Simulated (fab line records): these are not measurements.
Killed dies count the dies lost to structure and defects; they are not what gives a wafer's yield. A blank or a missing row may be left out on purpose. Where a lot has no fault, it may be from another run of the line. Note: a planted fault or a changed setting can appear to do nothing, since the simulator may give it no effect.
What tool caused it?	flow gf180mcu	Sampling: 14 lots, 42 wafers, 4 of 602 route steps

## WHAT THE GAUGES READ, wafer by wafer
GF_MIM_THK_MEAS_11: measures by xrf.
lot	measured	on	MIM_ALCU_THK (nm)
L990	day 24 22:46	film_metro-01	199.9 196.5 199.1
L992	day 25 10:46	film_metro-01	193.7 197.5 195.1
L993	day 25 22:13	film_metro-01	196.5 198.9 195.9
L994	day 26 05:02	film_metro-01	196.1 198.1 196.9
L995	day 26 10:35	film_metro-04	204.6 201.6 204.2
L996	day 26 23:53	film_metro-01	194.3 196.8 195.7
L997	day 27 06:05	film_metro-01	198.7 199.1 197.5
L998	day 27 12:46	film_metro-01	198.1 198.7 199.3
L999	day 28 03:05	film_metro-04	203.4 205.0 205.6
L100	day 28 07:39	film_metro-04	200.4 201.7 202.1
L101	day 28 14:40	film_metro-01	196.0 197.5 196.3
L104	day 29 10:25	film_metro-02	194.5 197.0 197.9
L107	day 30 05:04	film_metro-02	201.3 197.2 199.2
L110	day 31 01:59	film_metro-01	194.4 198.7 195.8

GF_M5_CD_MEAS_07: target cd 280 nm.
lot	measured	on	cd_nm (nm)
L990	day 26 17:42	cd_sem-02	279.7 279.5 280.6
L992	day 27 05:38	cd_sem-01	279.3 280.4 279.2
L993	day 27 16:32	cd_sem-02	281.2 281.1 280.2
L994	day 27 22:43	cd_sem-02	281.5 281.6 281.0
L995	day 28 03:28	cd_sem-02	281.6 284.1 283.4
L996	day 28 15:46	cd_sem-01	280.3 280.1 280.6
L997	day 28 20:50	cd_sem-02	279.8 280.0 279.9
L998	day 29 04:14	cd_sem-01	280.2 280.3 279.5
L999	day 29 17:47	cd_sem-01	279.8 278.5 279.2
L100	day 29 20:58	cd_sem-01	279.6 242.4 242.2
L101	day 30 03:59	cd_sem-01	279.6 279.6 278.6
L104	day 30 22:30	cd_sem-01	280.6 279.9 244.4
L107	day 31 20:41	cd_sem-01	279.1 278.9 279.4
L110	day 32 12:35	cd_sem-01	280.1 279.9 278.8

GF_V5_THK_MEAS_01.
lot	measured	on	V5_CVD_00_THK (nm)
L990	day 26 18:37	film_metro-03	305 299 301
L992	day 27 06:37	film_metro-01	299 300 301
L993	day 27 17:25	film_metro-01	294 297 298
L994	day 27 23:35	film_metro-02	295 300 296
L995	day 28 04:21	film_metro-01	297 300 297
L996	day 28 16:42	film_metro-03	293 296 295
L997	day 28 21:42	film_metro-02	294 294 296
L998	day 29 05:05	film_metro-01	296 299 304
L999	day 29 18:37	film_metro-03	299 302 301
L100	day 29 21:50	film_metro-02	301 303 302
L101	day 30 04:54	film_metro-01	301 304 301
L104	day 30 23:22	film_metro-02	299 305 300
L107	day 31 21:35	film_metro-02	301 299 305
L110	day 32 13:26	film_metro-03	299 305 303

## WHAT TOOL EACH LOT RAN ON (gives the tool, then ch and the chambers of the sampled wafers, and finally the start)
lot	GF_M5_EXPOSE_04
L990	krf_scanner-01 ch 0, day 26 07:03
L992	krf_scanner-02 ch 0, day 26 19:43
L993	krf_scanner-01 ch 0, day 27 07:04
L994	krf_scanner-01 ch 0, day 27 13:10
L995	krf_scanner-02 ch 0, day 27 17:46
L996	krf_scanner-02 ch 0, day 28 06:28
L997	krf_scanner-02 ch 0, day 28 11:56
L998	krf_scanner-01 ch 0, day 28 18:42
L999	krf_scanner-01 ch 0, day 29 08:30
L100	krf_scanner-01 ch 0, day 29 11:44
L101	krf_scanner-02 ch 0, day 29 19:04
L104	krf_scanner-01 ch 0, day 30 14:02
L107	krf_scanner-02 ch 0, day 31 12:08
L110	krf_scanner-02 ch 0, day 32 04:14
- GF_M5_EXPOSE_04: exposes mask Metal5, target cd 280 nm.

## AS READ BY THE TOOLS THEMSELVES (means over the sampled wafers that have a number; for cases with no such wafer, the mark the record gives instead)
GF_M5_EXPOSE_04.
lot	tool	focus_offset_nm (nm)	stage_vel_mm_s (mm/s)
L990	krf_scanner-01	-0.4	499.64
L992	krf_scanner-02	-0.3	499.81
L993	krf_scanner-01	0.3	500.10
L994	krf_scanner-01	-0.2	500.37
L995	krf_scanner-02	-0.5	500.00
L996	krf_scanner-02	-0.2	499.98
L997	krf_scanner-02	0.3	500.08
L998	krf_scanner-01	0.0	500.02
L999	krf_scanner-01	-0.4	500.04
L100	krf_scanner-01	-0.0	500.11
L101	krf_scanner-02	-0.3	499.86
L104	krf_scanner-01	-0.2	499.98
L107	krf_scanner-02	-0.6	499.96
L110	krf_scanner-02	0.4	499.66

## THE ANSWER, worked out from the rows above alone
Rule: usual is defined by the lots themselves. The widest of any qualifying gaps counts: lots, ordered by their means at a reading, are off when they make up no more than a third of the lots, leave a main group of 4 or more, and stand apart from it by 3 or more times the standard deviation of that group's means. If all means in a main group match to the digits the tables above print for the reading, that group is not used. A lot without any number at a reading at which 4 lots or more have one is off too. The other lots that the step has rows for count as sound. The gauges are gone through in route order, then the tools' own readings, and for those a lot's mean is taken as printed above. The first step at which some lot is off is used, and at that step the reading that is off furthest; a lot without a number counts as furthest.
Off at GF_M5_CD_MEAS_07 (cd_nm): L100, L104. Main group: mean 280.2 nm, sd 1.1.
If a tool, at a process step before that reading, ran all the lots that are off and no sound lot after the first of them, it fits. The gauges at GF_M5_CD_MEAS_07 are tried like those tools. One fits: GF_M5_EXPOSE_04 on krf_scanner-01. A fault onset in the window from L999 (day 29 08:30, its last sound lot) to L100 (day 29 11:44, its first lot off) fits.

## WHAT HAD BEEN PUT IN BY THE SIMULATOR
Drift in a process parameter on krf_scanner-01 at GF_M5_EXPOSE_04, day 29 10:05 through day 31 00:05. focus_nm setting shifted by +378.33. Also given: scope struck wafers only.
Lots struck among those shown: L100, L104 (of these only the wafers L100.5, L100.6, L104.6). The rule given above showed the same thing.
